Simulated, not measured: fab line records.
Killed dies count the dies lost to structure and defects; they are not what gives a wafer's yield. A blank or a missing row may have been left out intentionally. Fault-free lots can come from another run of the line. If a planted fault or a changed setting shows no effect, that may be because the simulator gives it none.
Matching of chambers / flow sky130 / SKY_VIA3_ETCH_15 on rie_diel-01: 4 sister chambers
The step etches SiO2 in C4F8/O2/Ar, stops on TiN, target depth 507 nm, time 78 s. 20 wafers are shown with their chamber, then 10 later ones without.

WAFERS WITH THEIR CHAMBER
wafer=L075.2; chamber=0; oes_product_au (a.u.)=0.948
wafer=L075.3; chamber=2; oes_product_au (a.u.)=0.953
wafer=L075.4; chamber=1; oes_product_au (a.u.)=0.949
wafer=L076.4; chamber=2; oes_product_au (a.u.)=0.954
wafer=L076.5; chamber=2; oes_product_au (a.u.)=0.954
wafer=L076.6; chamber=1; oes_product_au (a.u.)=0.944
wafer=L078.4; chamber=2; oes_product_au (a.u.)=0.960
wafer=L078.5; chamber=3; oes_product_au (a.u.)=0.949
wafer=L078.6; chamber=0; oes_product_au (a.u.)=0.947
wafer=L082.1; chamber=3; oes_product_au (a.u.)=0.943
wafer=L082.2; chamber=2; oes_product_au (a.u.)=0.943
wafer=L082.5; chamber=2; oes_product_au (a.u.)=0.947
wafer=L083.1; chamber=2; oes_product_au (a.u.)=0.950
wafer=L083.5; chamber=2; oes_product_au (a.u.)=0.941
wafer=L083.6; chamber=1; oes_product_au (a.u.)=0.949
wafer=L086.2; chamber=1; oes_product_au (a.u.)=0.954
wafer=L086.3; chamber=0; oes_product_au (a.u.)=0.945
wafer=L086.4; chamber=2; oes_product_au (a.u.)=0.947
wafer=L087.4; chamber=1; oes_product_au (a.u.)=0.948
wafer=L087.5; chamber=3; oes_product_au (a.u.)=0.951

SIGNATURES (means of the wafers above)
reading=oes_product_au; chamber 0=0.94667; chamber 1=0.94880; chamber 2=0.94989; chamber 3=0.94767; scatter within a chamber=0.00487
Rule: for each reading, subtract the chamber's mean from the wafer's reading, divide by that reading's scatter and square the result; add these up over the readings and take the root, which gives the wafer's distance from the chamber. The wafer belongs to the nearest chamber; if the next one is less than 2 further off, it can't be placed. How the scatter is found: for the shown wafers, subtract from each reading the mean of its chamber, square and add these, divide the total by (wafers less chambers), then take the root.

WAFERS MISSING THEIR CHAMBER
wafer=L087.6; oes_product_au (a.u.)=0.952
wafer=L093.1; oes_product_au (a.u.)=0.942
wafer=L093.2; oes_product_au (a.u.)=0.936
wafer=L093.5; oes_product_au (a.u.)=0.953
wafer=L092.2; oes_product_au (a.u.)=0.945
wafer=L092.4; oes_product_au (a.u.)=0.942
wafer=L092.5; oes_product_au (a.u.)=0.950
wafer=L095.2; oes_product_au (a.u.)=0.949
wafer=L095.3; oes_product_au (a.u.)=0.942
wafer=L095.6; oes_product_au (a.u.)=0.948

WHICH CHAMBER EACH WENT THROUGH
wafer=L087.6; from the rows above=can't be placed: 2 or 1 or 3 or 0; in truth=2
wafer=L093.1; from the rows above=can't be placed: 0 or 3 or 1 or 2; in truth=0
wafer=L093.2; from the rows above=can't be placed: 0 or 3 or 1 or 2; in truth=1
wafer=L093.5; from the rows above=can't be placed: 2 or 1 or 3 or 0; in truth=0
wafer=L092.2; from the rows above=can't be placed: 0 or 3 or 1 or 2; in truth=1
wafer=L092.4; from the rows above=can't be placed: 0 or 3 or 1 or 2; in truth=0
wafer=L092.5; from the rows above=can't be placed: 2 or 1 or 3 or 0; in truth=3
wafer=L095.2; from the rows above=can't be placed: 1 or 2 or 3 or 0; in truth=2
wafer=L095.3; from the rows above=can't be placed: 0 or 3 or 1 or 2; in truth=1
wafer=L095.6; from the rows above=can't be placed: 3 or 1 or 0 or 2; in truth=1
Placed correctly: 0 of 10. Can't be placed from these rows: 10 (the true chamber is among the candidates in 10). 0 placed wrongly.
